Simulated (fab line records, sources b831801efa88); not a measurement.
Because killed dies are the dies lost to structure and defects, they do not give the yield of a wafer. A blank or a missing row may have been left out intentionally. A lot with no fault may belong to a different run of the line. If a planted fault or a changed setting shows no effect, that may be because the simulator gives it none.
2 desks, one fault / flow sky130 / only its own numbers are on each desk; what lay behind them is given at the end

== AT THE METROLOGY DESK ==
What the gauges read, lot by lot, whatever tool the lot ran on: means of the sampled wafers that have a number. Any lot whose mean is over 4 standard deviations away from the usual mean is out of limits and marked OUT; that distance is given in the brackets.
Columns: A = VT_ADJUST_LVTN_2_TW at SKY_VT_ADJUST_LVTN_TW_MEAS_21, usual 189.6; B = LI_CONTACT_HDPCVD_THK at SKY_LI_CONTACT_THK_MEAS_01, usual 930 nm; C = VIA2_W_RS at SKY_VIA2_RS_MEAS_22, usual 0.2717 ohm/sq
lot=L362; first seen here=day 7 16:34; A=187.6; B=931; C=0.2715
lot=L363; first seen here=day 8 00:53; A=191.2; B=927; C=0.2684
lot=L364; first seen here=day 8 09:16; A=190.6; B=924; C=0.2696
lot=L365; first seen here=day 8 13:31; A=190.5; B=922; C=0.2695
lot=L366; first seen here=day 8 20:01; A=190.5; B=945; C=0.2695
lot=L367; first seen here=day 9 00:37; A=190.6; B=923; C=0.2736
lot=L370; first seen here=day 10 10:35; A=190.8; B=925; C=0.2739
lot=L376; first seen here=day 11 21:14; A=189.6; B=995 (+5.9) OUT; C=0.2703
lot=L379; first seen here=day 12 17:39; A=190.9; B=929; C=0.2706
lot=L383; first seen here=day 13 14:49; A=191.5; B=937; C=0.2736
lot=L384; first seen here=day 13 22:39; A=190.3; B=931; C=0.2723
Finding of this desk: L376 out of limits, first seen on L376 at day 32 21:33 (LI_CONTACT_HDPCVD_THK at SKY_LI_CONTACT_THK_MEAS_01). L362, L363, L364, L365, L366, L367, L370, L379, L383, L384 stayed within limits.

== THE TOOL OWNER'S DESK: hdpcvd-01 ==
The tool's own readings at SKY_LI_CONTACT_HDPCVD_00 (deposits PSG, target thk 930 nm, time 155 s): means of the sampled wafers that have a number, for each lot that ran on this tool. Any lot whose mean is over 4 standard deviations away from the usual mean is out of limits and marked OUT; that distance is given in the brackets.
Columns: A = pressure mtorr at SKY_LI_CONTACT_HDPCVD_00, usual 6.001 mTorr; B = sih4 flow sccm at SKY_LI_CONTACT_HDPCVD_00, usual 60.00 sccm
lot=L364; first seen here=day 28 17:58; A=6.008; B=59.98
lot=L365; first seen here=day 29 08:02; A=5.996; B=59.93
lot=L370; first seen here=day 31 12:04; A=5.989; B=60.16
lot=L376; first seen here=day 32 21:26; A=6.003; B=64.05 (+24) OUT
This desk's finding: out of limits on L376; first on L376, day 32 21:26 (sih4 flow sccm at SKY_LI_CONTACT_HDPCVD_00). L364, L365, L370 stayed within limits.

== TAKEN TOGETHER ==
On L376, at day 32 21:26, an alarm was possible from the tool owner's desk.
L376 would have let the metrology desk raise an alarm at day 32 21:33.
On hdpcvd-01, each named lot ran SKY_LI_CONTACT_HDPCVD_00.

== WHAT THE SIMULATOR PUT IN ==
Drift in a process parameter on hdpcvd-01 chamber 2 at SKY_LI_CONTACT_HDPCVD_00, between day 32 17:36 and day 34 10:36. Setting sih4 flow sccm shifted by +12 from 60. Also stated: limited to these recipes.
Struck lots among those shown: L376.
Fault start to first reading out of limits, in hours, per desk: tool owner, 4; metrology, 4.
